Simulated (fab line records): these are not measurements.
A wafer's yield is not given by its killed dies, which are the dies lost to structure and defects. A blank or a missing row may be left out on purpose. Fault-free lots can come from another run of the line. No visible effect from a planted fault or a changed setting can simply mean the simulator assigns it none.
What tool caused it? | flow gf180mcu | 39 wafers from 13 lots sampled at 4 of the route's 602 steps

== WHAT THE GAUGES READ, wafer by wafer ==
GF_HV_LDD_OVL_MEAS_47. Usual: for HV_LDD_03_OVL the level is -1.3 nm and the standard deviation is 1.3.
lot  | measured     | on         | HV_LDD_03_OVL (nm) | flag
L165 | day 12 17:30 | overlay-01 | -3.2 -3.8 -3.4     |
L168 | day 13 15:49 | overlay-02 | 0.6 0.1 0.9        |
L169 | day 14 00:47 | overlay-01 | -2.1 -0.9 -1.3     |
L175 | day 15 23:53 | overlay-01 | -0.9 0.1 0.0       |
L176 | day 16 09:05 | overlay-01 | -1.1 -1.0 -2.1     |
L178 | day 17 01:51 | overlay-01 | -0.9 -1.8 2.1      |
L179 | day 17 11:45 | overlay-01 | 1.5 -1.4 -0.9      |
L180 | day 17 16:14 | overlay-02 | 0.2 -2.4 -2.0      |
L181 | day 18 00:47 | overlay-02 | -1.6 -1.9 -2.7     |
L182 | day 18 09:48 | overlay-01 | -1.3 -3.7 -2.7     |
L185 | day 19 07:21 | overlay-02 | -1.1 -2.0 -1.2     |
L186 | day 19 20:51 | overlay-01 | -0.3 -2.1 -0.2     |
L187 | day 20 05:56 | overlay-01 | -3.0 -3.3 -2.2     |

GF_NSD_OVL_MEAS_08. Usual: for NSD_OVL the level is 0.2 nm and the standard deviation is 1.4.
lot  | measured     | on         | NSD_OVL (nm)   | flag
L165 | day 13 17:03 | overlay-02 | 2.1 0.5 2.4    |
L168 | day 14 15:51 | overlay-02 | -0.6 -0.8 -2.2 |
L169 | day 15 00:56 | overlay-01 | -0.2 -0.2 0.3  |
L175 | day 17 01:53 | overlay-02 | -1.2 0.5 -2.8  |
L176 | day 17 10:45 | overlay-02 | 1.6 1.7 1.7    |
L178 | day 18 04:05 | overlay-01 | 2.3 2.7 0.4    |
L179 | day 18 14:34 | overlay-02 | -1.5 0.0 1.2   |
L180 | day 18 18:50 | overlay-02 | 1.3 1.5 1.1    |
L181 | day 19 04:05 | overlay-02 | 0.4 -2.3 1.5   |
L182 | day 19 13:29 | overlay-02 | 0.3 -1.3 1.0   |
L185 | day 20 10:53 | overlay-01 | -0.9 -2.2 -1.3 |
L186 | day 21 00:25 | overlay-01 | 0.9 0.3 0.7    |
L187 | day 21 09:14 | overlay-01 | -0.6 -0.2 -0.6 |

== WHICH TOOL RAN EACH LOT (tool, then ch and the chambers of the sampled wafers, then the start) ==
lot  | GF_NWELL_EXPOSE_04                 | GF_NWELL_STRIP_10
L165 | iline-stepper-02 ch 0, day 3 06:19 | plasma-asher-04 ch 0,1, day 3 13:37
L168 | iline-stepper-01 ch 0, day 3 22:31 | plasma-asher-04 ch 0,1, day 4 05:05
L169 | iline-stepper-01 ch 0, day 4 03:59 | plasma-asher-04 ch 0,1, day 4 10:58
L175 | iline-stepper-02 ch 0, day 5 13:17 | plasma-asher-02 ch 0,1, day 5 20:46
L176 | iline-stepper-02 ch 0, day 5 17:27 | plasma-asher-02 ch 0,1, day 6 01:21
L178 | iline-stepper-01 ch 0, day 6 04:56 | plasma-asher-01 ch 0,1, day 6 12:18
L179 | iline-stepper-01 ch 0, day 6 09:38 | plasma-asher-01 ch 0,1, day 6 17:50
L180 | iline-stepper-01 ch 0, day 6 15:52 | plasma-asher-01 ch 0,1, day 6 23:31
L181 | iline-stepper-02 ch 0, day 6 20:43 | plasma-asher-01 ch 0,1, day 7 04:10
L182 | iline-stepper-01 ch 0, day 7 02:22 | plasma-asher-02 ch 1, day 7 10:22
L185 | iline-stepper-01 ch 0, day 7 17:15 | plasma-asher-04 ch 0,1, day 8 01:55
L186 | iline-stepper-02 ch 0, day 7 23:31 | plasma-asher-02 ch 0,1, day 8 07:20
L187 | iline-stepper-01 ch 0, day 8 05:46 | plasma-asher-02 ch 0,1, day 8 13:37
- GF_NWELL_EXPOSE_04: exposes mask Nwell, target cd 860 nm.
- GF_NWELL_STRIP_10: strips in O2/N2.

== WHAT THE TOOLS THEMSELVES READ (means of the sampled wafers that have a number; where no wafer has one, the mark that the record gives instead) ==
GF_NWELL_STRIP_10. Usual: drypump-motor-current-A 5.7 A, standard deviation 0.4; heater-power-w 315 W, standard deviation 20; o2-flow-sccm 3000 sccm, standard deviation 9.4; oes-product-au 0.722 a.u., standard deviation 0.0047; strip-time-to-endpoint-s 36.96 s, standard deviation 0.098.
lot  | tool            | drypump-motor-current-A (A) | heater-power-w (W) | o2-flow-sccm (sccm) | oes-product-au (a.u.) | strip-time-to-endpoint-s (s) | flag
L165 | plasma-asher-04 | 5.4                         | 314                | 2994                | 0.719                 | 36.89                        |
L168 | plasma-asher-04 | 5.3                         | 321                | 3006                | 0.720                 | 37.00                        |
L169 | plasma-asher-04 | 5.4                         | 317                | 3004                | 0.727                 | 36.83                        |
L175 | plasma-asher-02 | 5.6                         | 303                | 2999                | 0.726                 | 36.85                        |
L176 | plasma-asher-02 | 5.6                         | 311                | 2996                | 0.721                 | 36.90                        |
L178 | plasma-asher-01 | 6.1                         | 331                | 2992                | 0.724                 | 36.95                        |
L179 | plasma-asher-01 | 6.1                         | 331                | 2985                | 0.725                 | 36.93                        |
L180 | plasma-asher-01 | 6.3                         | 311                | 3001                | 0.724                 | 37.03                        |
L181 | plasma-asher-01 | 6.3                         | 308                | 3008                | 0.725                 | 37.00                        |
L182 | plasma-asher-02 | 5.6                         | 312                | 2994                | 0.719                 | 36.96                        |
L185 | plasma-asher-04 | 5.2                         | 319                | 2997                | 0.721                 | 37.12                        |
L186 | plasma-asher-02 | 5.6                         | 310                | 3005                | 0.723                 | 37.03                        |
L187 | plasma-asher-02 | 5.6                         | 300                | 2991                | 0.720                 | 37.13                        |

== THE ANSWER, worked out from the rows above alone ==
Rule: a lot counts as off when the mean over its wafers that have a number is more than 3 standard deviations away from the usual mean. Also off: a lot with no number at a reading for which 4 or more lots have one. Any other lot the step has rows for is counted as sound. After the gauges, taken in route order, come the tools' own readings; for these a lot's mean is taken, as printed above. The first step at which some lot is off is used, and at that step the reading that is off furthest; a lot without a number counts as furthest.
None of the lots is off at any reading shown; this tells nothing.

== WHAT THE SIMULATOR HAD INSERTED ==
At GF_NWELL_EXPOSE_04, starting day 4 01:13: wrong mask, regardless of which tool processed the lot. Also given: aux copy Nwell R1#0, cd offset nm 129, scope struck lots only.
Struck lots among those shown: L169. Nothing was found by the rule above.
